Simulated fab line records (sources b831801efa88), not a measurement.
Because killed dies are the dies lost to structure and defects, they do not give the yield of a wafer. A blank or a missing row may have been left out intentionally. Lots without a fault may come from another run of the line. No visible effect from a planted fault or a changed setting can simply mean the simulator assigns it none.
Struck lot and sound lot, side by side | flow gf180mcu | 21 out of 602 route steps
Sound: wafers L854.1, L854.3, L854.4. Wafers L865.2, L865.5, L865.6 were the ones struck. At the end, the cause is stated.
Per side, at each step with rows, come the tool, then ch with its chambers, and then its first start. Under that, the readings that differ: sound wafers | struck wafers | difference of the means | sigmas: that difference in standard deviations of wafers without a fault.
alike: words and numbers the same on both sides, and readings whose means are apart by under 2 such deviations; not compared: readings that were withheld, readings missing a value for some wafer, numbers with overlapping values and no deviation given by the record, and bounds like >300 which may hide the same value.
The two part at a step that has a row with sigmas, a row that says differs or no value, or rows on one side only. Non-overlapping numbers with no deviation appear without sigmas and do not part them. A reading that every wafer of one side lacks parts them only if that side has two wafers or more.

first, 2 steps without rows for these wafers: GF_M5_CLEAN_13 (cleans in DIW); GF_V5_CVD_00 (deposits SiO2, target thk 300 nm, time 50 s).
GF_V5_THK_MEAS_01:
  struck on filmMetro-02, day 31 20:23; sound on filmMetro-02, day 29 06:13
  alike: V5_CVD_00_THK
GF_V5_CVD_02: deposits SiO2 from TEOS, target thk 1450 nm, time 163.28 s.
  sound on pecvd-03 ch 1,2, day 29 06:16; struck on pecvd-03 ch 0,1, day 31 20:26
  alike: heaterPowerW, rfFwdPowerW
  not compared: sinceWetCleanH
GF_V5_THK_MEAS_03:
  struck on filmMetro-02, day 31 20:34; sound on filmMetro-04, day 29 06:26
  alike: V5_CVD_02_THK
GF_V5_CMP_04: polishes SiO2.
  sound on cmp-02 ch 0,2,3, day 29 06:32; struck on cmp-02 ch 1,2,3, day 31 20:46
  alike: headPressurePsi, motorCurrentA
GF_V5_BOW_MEAS_05:
  struck on filmMetro-01, day 31 20:56; sound on filmMetro-02, day 29 06:47
  alike: V5_BOW
then, 5 steps without rows for these wafers: GF_V5_DEHYDRATE_06 (time 60 s); GF_V5_HMDS_07 (prime time 60 s); GF_V5_COAT_08; GF_V5_COAT_09 (resist thk 1000 nm); GF_V5_SOFTBAKE_10 (time 60 s).
GF_V5_EXPOSE_11: exposes mask Via5, target cd 260 nm.
  sound on krfScanner-01 ch 0, day 29 15:47; struck on krfScanner-01 ch 0, day 32 06:02
reading           | sound             | struck            | difference | sigmas
exposureDoseMJCm2 | 38.87 38.81 38.86 | 48.49 48.57 48.55 | +9.69      | +99 or more
  alike: mask, focusOffsetNm, stageVelMmS
then, 2 steps without rows for these wafers: GF_V5_PEB_12 (peb time 90 s); GF_V5_DEVELOP_13 (develop time 60 s).
GF_V5_CD_MEAS_14: target cd 260 nm.
  struck on cdSem-01, day 32 14:06; sound on cdSem-02, day 30 01:02
reading   | sound             | struck            | difference | sigmas
cdNm (nm) | 258.7 258.9 259.2 | 293.1 293.1 293.3 | +34.2      | +29
GF_V5_OVL_MEAS_15:
  struck on overlay-02, day 32 14:12; sound on overlay-02, day 30 01:09
  alike: V5_OVL
GF_V5_ETCH_16: etches BARC in N2/H2.
  sound on rieDiel-01 ch 1,2,3, day 30 01:11; struck on rieDiel-01 ch 1,2, day 32 14:14
reading            | sound             | struck            | difference | sigmas
model.V5.cdNm (nm) | 258.1 257.5 259.3 | 292.9 293.7 293.2 | +35.0      | 
  alike: drypumpMotorCurrentA, oesProductAu, rfFwdPowerW, throttleValvePct
GF_V5_ETCH_17: etches SiO2 in C4F8/O2/Ar, stops on TiN, target depth 855 nm.
  sound: rieDiel-01 ch 1,2,3; struck: rieDiel-01 ch 1,2
reading            | sound           | struck            | difference | sigmas
model.V5.cdNm (nm) | 258.1 257 259.6 | 292.9 293.8 293.1 | +35.0      | 
  alike: oesProductAu, rfFwdPowerW
GF_V5_STRIP_18: strips in O2/N2.
  sound on plasmaAsher-04 ch 0,1, day 30 01:20; struck on plasmaAsher-04 ch 0,1, day 32 14:23
  alike: drypumpMotorCurrentA, heaterPowerW, oesProductAu
  not compared: rfHoursCounterH
GF_PASSIVATION_PROBE_99:
  struck on prober-02, day 34 02:38; sound on prober-01, day 31 17:23
reading                     | sound             | struck           | difference | sigmas
model.etest.via5Chain.rcOhm | 7.147 6.974 6.942 | 5.335 5.554 5.46 | -1.571     | 

## WHERE THEY PART
Earliest at GF_V5_EXPOSE_11; latest, in this record, at GF_V5_CD_MEAS_14. Later steps at which nothing parts them and some readings are alike: GF_V5_OVL_MEAS_15, GF_V5_ETCH_16, GF_V5_ETCH_17, GF_V5_STRIP_18.

WHY: whatever the simulator had introduced
Drift in process parameters on krfScanner-01 at GF_V5_EXPOSE_11, starting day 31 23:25. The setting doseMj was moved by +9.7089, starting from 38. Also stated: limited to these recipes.
